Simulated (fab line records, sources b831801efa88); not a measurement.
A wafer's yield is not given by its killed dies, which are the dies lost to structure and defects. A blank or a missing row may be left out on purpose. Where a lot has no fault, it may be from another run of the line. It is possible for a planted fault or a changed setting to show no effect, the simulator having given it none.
fab line records	flow gf180mcu
[record] lots = 6	wafers = 18	lastDay = 33
route steps=602 shown M4@460
lots with no fault: from the same line, run without faults
startH: hours from the record's first day to the start of the lot's first wafer shown	waitH: hours since the lot's step before	" as in the row above	L1.1+2: a single row standing in for several wafers	- either no value or no given start	* or withheld: withheld	< > ~ a bound
route shown NAME@n: a module of which the file shows steps, and the number in the route of the first	usual: mean/standard deviation of fault-free wafers	same: alike in all rows	chamber/n: place in a boat	sites: each site's reading	_std_site: the values' standard deviation	_edge_site: the outer-site mean with the inner-site mean subtracted	radiusMm: how far each site lies from the wafer's centre	mask NAME#n: copy n	behind: the last tool/chamber to shape the wafer	hold: what put the lot on hold/how long, in hours/how the hold closed	device: transistor that didn't switch, given as n, p or np	end of line: the tests these same wafers got at the end of their route	a step given without rows: its recipe and nothing more	killed: count of dies lost to structure and defects at first sort (not the wafer's yield)	map: the dies of a wafer, with x for killed, . for not killed, _ for no die there
set.NAME: the setting the step ran with; set.NAME@STEP: the setting that earlier step ran with	model.NAME: the simulator's own value behind a step, which no gauge read
lots at selected steps of the route; one table per step, one row per wafer
services: from which hour (startH, from the record's first day; less than 0 if before it) a tool's chamber was out of use, for how many hours, and why
[[steps]]
[step GF_M4_SPUTTER_04]
[recipe] material = TiN	targetThkNm = 50	powerW = 6500	timeS = 41.7	chamberPressurePa = 0.4
[usual] throttleValvePct = 29.8/0.95
lot.wafer	tool	chamber	startH	waitH	throttleValvePct
L550.1	pvdSputter-04	-	536.20	0.0	30.3
L550.4	"	-	"	"	29.4
L550.5	"	-	"	"	28.4
L551.1	pvdSputter-01	-	546.16	0.0	29.8
L551.5	"	-	"	"	29.9
L551.6	"	-	"	"	29.8
L554.1	pvdSputter-02	-	574.81	0.0	30.4
L554.2	"	-	"	"	32.3
L554.5	"	-	"	"	30.7
L557.2	pvdSputter-02	-	604.18	0.0	31.1
L557.3	"	-	"	"	31.0
L557.5	"	-	"	"	30.7
L561.2	pvdSputter-04	-	635.29	0.0	30.1
L561.3	"	-	"	"	29.5
L561.5	"	-	"	"	29.2
L565.1	pvdSputter-04	-	667.15	0.0	29.5
L565.4	"	-	"	"	29.2
L565.5	"	-	"	"	29.1
[step GF_M4_RS_MEAS_05]
[recipe] thkMeasGauge = four-point-probe	reads = TiN_of_M4_SPUTTER_04+Ti_of_M4_SPUTTER_03+AlCu_of_M4_SPUTTER_02+TiN_of_M4_SPUTTER_01+Ti_of_M4_SPUTTER_00
[usual] M4_ALCU_RS = 0.0698/0.00085
lot.wafer	tool	chamber	startH	waitH	M4_ALCU_RS[ohm/sq]
L550.1	filmMetro-04	-	536.24	0.0	0.0707
L550.4	"	-	"	"	0.0704
L550.5	"	-	"	"	0.0707
L551.1	filmMetro-03	-	546.20	0.0	0.0692
L551.5	"	-	"	"	0.0694
L551.6	"	-	"	"	0.0694
L554.1	filmMetro-03	-	574.85	0.0	0.0696
L554.2	"	-	"	"	0.0692
L554.5	"	-	"	"	0.0697
L557.2	filmMetro-04	-	604.25	0.0	0.0699
L557.3	"	-	"	"	0.0701
L557.5	"	-	"	"	0.0699
L561.2	filmMetro-02	-	635.35	0.0	0.0681
L561.3	"	-	"	"	0.0684
L561.5	"	-	"	"	0.0677
L565.1	filmMetro-03	-	667.19	0.0	0.0715
L565.4	"	-	"	"	0.0715
L565.5	"	-	"	"	0.0711
[step GF_M4_THK_MEAS_06]
[recipe] thkMeasGauge = xrf	reads = AlCu_of_M4_SPUTTER_02
[usual] M4_ALCU_THK = 449/5.7
lot.wafer	tool	chamber	startH	waitH	M4_ALCU_THK[nm]
L550.1	filmMetro-04	-	536.36	0.1	445
L550.4	"	-	"	"	448
L550.5	"	-	"	"	445
L551.1	filmMetro-03	-	546.32	0.1	456
L551.5	"	-	"	"	456
L551.6	"	-	"	"	454
L554.1	filmMetro-03	-	574.97	0.1	450
L554.2	"	-	"	"	453
L554.5	"	-	"	"	449
L557.2	filmMetro-04	-	604.36	0.1	449
L557.3	"	-	"	"	447
L557.5	"	-	"	"	449
L561.2	filmMetro-02	-	635.46	0.1	457
L561.3	"	-	"	"	456
L561.5	"	-	"	"	459
L565.1	filmMetro-03	-	667.31	0.1	442
L565.4	"	-	"	"	438
L565.5	"	-	"	"	442
[step GF_M4_DEHYDRATE_07]
[recipe] tempC = 200	timeS = 60
[step GF_M4_HMDS_08]
[recipe] primeTimeS = 60	primeTempC = 120
[step GF_M4_COAT_09]
[recipe] resist = KrF	spinRpm = withheld	resistThkNm = 1000
[step GF_M4_SOFTBAKE_10]
[recipe] tempC = 130	timeS = 60	resist = KrF
[step GF_M4_EXPOSE_11]
[recipe] maskId = Metal4	targetCdNm = 280	na = 0.68	sourceShape = conventional	sigmaOuter = 0.6	doseMj = 28
[step GF_M4_PEB_12]
[recipe] pebTempC = 135	pebTimeS = 90	resist = KrF
[step GF_M4_DEVELOP_13]
[recipe] developTimeS = 60	devTempC = 21
[step GF_M4_CD_MEAS_14]
[recipe] targetCdNm = 280
[usual] cdNm = 280.0/1.3
lot.wafer	tool	chamber	startH	waitH	cdNm
L550.1	cdSem-01	-	558.29	0.1	280.2
L550.4	"	-	"	"	280.3
L550.5	"	-	"	"	280.8
L551.1	cdSem-01	-	567.92	0.1	279.7
L551.5	"	-	"	"	279.2
L551.6	"	-	"	"	280.4
L554.1	cdSem-02	-	596.21	0.2	281.7
L554.2	"	-	"	"	280.6
L554.5	"	-	"	"	281.2
L557.2	cdSem-01	-	624.89	0.1	280.7
L557.3	"	-	"	"	280.7
L557.5	"	-	"	"	282.0
L561.2	cdSem-01	-	654.84	0.1	280.0
L561.3	"	-	"	"	280.4
L561.5	"	-	"	"	280.4
L565.1	cdSem-01	-	685.99	0.1	276.6
L565.4	"	-	"	"	277.4
L565.5	"	-	"	"	276.9
[step GF_M4_OVL_MEAS_15]
[usual] M4_OVL = 0/5.8
lot.wafer	tool	chamber	startH	waitH	M4_OVL[nm]
L550.1	overlay-01	-	558.41	0.1	1
L550.4	"	-	"	"	-1
L550.5	"	-	"	"	2
L551.1	overlay-01	-	568.04	0.1	6
L551.5	"	-	"	"	4
L551.6	"	-	"	"	9
L554.1	overlay-02	-	596.33	0.1	-2
L554.2	"	-	"	"	-2
L554.5	"	-	"	"	-7
L557.2	overlay-01	-	625.00	0.1	-9
L557.3	"	-	"	"	-10
L557.5	"	-	"	"	-2
L561.2	overlay-02	-	654.95	0.1	-1
L561.3	"	-	"	"	-6
L561.5	"	-	"	"	-1
L565.1	overlay-02	-	686.11	0.1	2
L565.4	"	-	"	"	7
L565.5	"	-	"	"	4
[step GF_M4_METAL_ETCH_16]
[recipe] chemistry = Cl2/BCl3	maskMaterial = KrF	targetDepthNm = 750.8	stopOn = SiO2	pressureMtorr = 8	icpW = 800	biasW = 140	Cl2_flow_sccm = 80	bcl3FlowSccm = 40	timeS = 125.1
[usual] biasW = 140.0/0.44	drypumpMotorCurrentA = 5.71/0.13	oesProductAu = 0.989/0.0057	throttleValvePct = 28.231/0.011
lot.wafer	tool	chamber	startH	waitH	biasW	drypumpMotorCurrentA	oesProductAu	rfHoursCounterH	throttleValvePct	model.KrF_of_M4_COAT_09.thkNm
L550.1	rieMetal-01	1	558.45	0.0	139.9	5.59	0.973	3	28.228	692
L550.4	"	0	"	"	139.2	5.67	0.992	-	28.227	684.8
L550.5	"	0	"	"	140.0	5.63	0.990	-	28.232	683.4
L551.1	rieMetal-04	1	568.08	0.0	139.5	5.74	0.976	11	28.249	697
L551.5	"	1	"	"	140.0	5.76	0.992	-	28.227	691.9
L551.6	"	1	"	"	139.9	5.78	0.985	-	28.212	690.6
L554.1	rieMetal-04	1	596.37	0.0	141.0	5.74	0.993	12	28.226	688.6
L554.2	"	0	"	"	140.2	5.81	0.797	1	28.455	786
L554.5	"	1	"	"	140.3	5.76	0.991	-	28.241	689.1
L557.2	rieMetal-04	0	625.03	0.0	140.3	5.83	0.801	1	28.451	776.2
L557.3	"	0	"	"	140.3	5.84	0.986	-	28.233	681.3
L557.5	"	0	"	"	139.9	5.83	0.996	-	28.221	677.2
L561.2	rieMetal-01	1	654.98	0.0	140.2	5.60	0.971	6	28.238	683.6
L561.3	"	0	"	"	139.9	5.65	0.988	-	28.226	676.7
L561.5	"	0	"	"	139.7	5.63	0.994	-	28.226	677.2
L565.1	rieMetal-04	0	686.14	0.0	139.5	5.82	0.987	4	28.229	675.2
L565.4	"	0	"	"	139.7	5.82	0.998	-	28.220	675.9
L565.5	"	1	"	"	140.1	5.77	0.984	-	28.236	682.7
[step GF_M4_STRIP_17]
[recipe] chemistry = O2/N2	powerW = 1400	pressureMtorr = 1500	platenTempC = 250	o2FlowSccm = 3000	n2FlowSccm = 300	overashFraction = 0.5
[usual] drypumpMotorCurrentA = 5.16/0.3	heaterPowerW = 343/13	o2FlowSccm = 3000/8.9	oesProductAu = 0.538/0.0052	stripTimeToEndpointS = 7.39/0.045
lot.wafer	tool	chamber	startH	waitH	drypumpMotorCurrentA	heaterPowerW	o2FlowSccm	oesProductAu	rfHoursCounterH	stripTimeToEndpointS
L550.1	plasmaAsher-04	0	558.58	0.1	4.99	335	3005	0.540	13	7.46
L550.4	"	1	"	"	4.84	344	3001	0.530	-	7.38
L550.5	"	0	"	"	4.98	339	3004	0.538	-	7.38
L551.1	plasmaAsher-02	1	568.34	0.2	5.44	342	3004	0.541	47	7.50
L551.5	"	1	"	"	5.42	343	2988	0.533	-	7.46
L551.6	"	0	"	"	5.52	344	3015	0.528	-	7.47
L554.1	plasmaAsher-04	1	596.50	0.1	4.83	358	2984	0.540	17	7.43
L554.2	"	0	"	"	4.98	347	3008	0.578	17	8.36
L554.5	"	0	"	"	4.98	338	2995	0.533	-	7.44
L557.2	plasmaAsher-02	0	625.16	0.1	5.52	348	2988	0.572	52	8.27
L557.3	"	1	"	"	5.43	341	3007	0.533	-	7.35
L557.5	"	1	"	"	5.43	345	3002	0.528	-	7.31
L561.2	plasmaAsher-02	0	655.11	0.1	5.50	340	2997	0.537	56	7.38
L561.3	"	0	"	"	5.52	340	2990	0.534	-	7.32
L561.5	"	1	"	"	5.44	337	2998	0.534	-	7.32
L565.1	plasmaAsher-02	0	686.27	0.1	5.51	342	3000	0.540	59	7.29
L565.4	"	1	"	"	5.43	336	3004	0.527	-	7.29
L565.5	"	1	"	"	5.42	341	3007	0.542	-	7.36
[step GF_M4_STRIP_18]
[recipe] chemistry = postEtchResidueRemover	timeS = 1200	tempC = 72.5
[[services]]
tool	chamber	startH	hours	kind
rieMetal-01	-	517.83	1.3	repair
rieMetal-04	0	525.47	23.4	repair
pvdSputter-02	-	543.39	2.8	repair
rieMetal-04	0	548.92	-	clean
rieMetal-04	0	548.92	27.6	scheduledDown
rieMetal-04	0	548.92	27.6	ventCycle
pvdSputter-02	-	567.98	2.4	repair
rieMetal-01	0	596.74	7.7	repair
pvdSputter-04	-	603.30	2.9	repair
rieMetal-04	1	603.39	1.1	repair
pvdSputter-01	2	616.71	-	consumableReplace:kit
pvdSputter-01	2	616.71	18.0	scheduledDown
pvdSputter-01	2	616.71	18.0	ventCycle
pvdSputter-02	3	660.44	-	consumableReplace:kit
pvdSputter-02	3	660.44	18.0	scheduledDown
pvdSputter-02	3	660.44	18.0	ventCycle
pvdSputter-04	-	670.29	4.1	repair
[[key]]
[firstSign] step = GF_M4_METAL_ETCH_16	reading = oesProductAu	direction = down	sigmas = 34	usual = 0.989	struck = 0.799
[effect] step = GF_M4_METAL_ETCH_16	reading = throttleValvePct	direction = up	sigmas = 21	usual = 28.231	struck = 28.453
[effect] step = GF_M4_STRIP_17	reading = stripTimeToEndpointS	direction = up	sigmas = 21	usual = *	struck = *
[modelEffect] step = GF_M4_METAL_ETCH_16	value = KrF_of_M4_COAT_09.thkNm	without = 682	struck = 781.1
metAt GF_M4_METAL_ETCH_16
struckWafers L554.2,L557.2
laterRowsLeftOut L554.2,L557.2
sortLeftOut L554.2,L557.2
onsetBetween 568.08 596.37
[fault] kind = processParameterDrift	tool = rieMetal-04	chamber = -	onsetH = 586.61	steps = GF_M4_METAL_ETCH_16	channel = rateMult	offset = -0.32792	shape = step	endH = 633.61	scope = struckWafersOnly
// sortLeftOut: the simulated sort isn't trusted on such a fault, so these wafers' sort isn't shown, and their yield isn't known
// laterRowsLeftOut: the simulator's readings of these wafers behind a module that went badly wrong aren't trusted and aren't shown, but for the sort
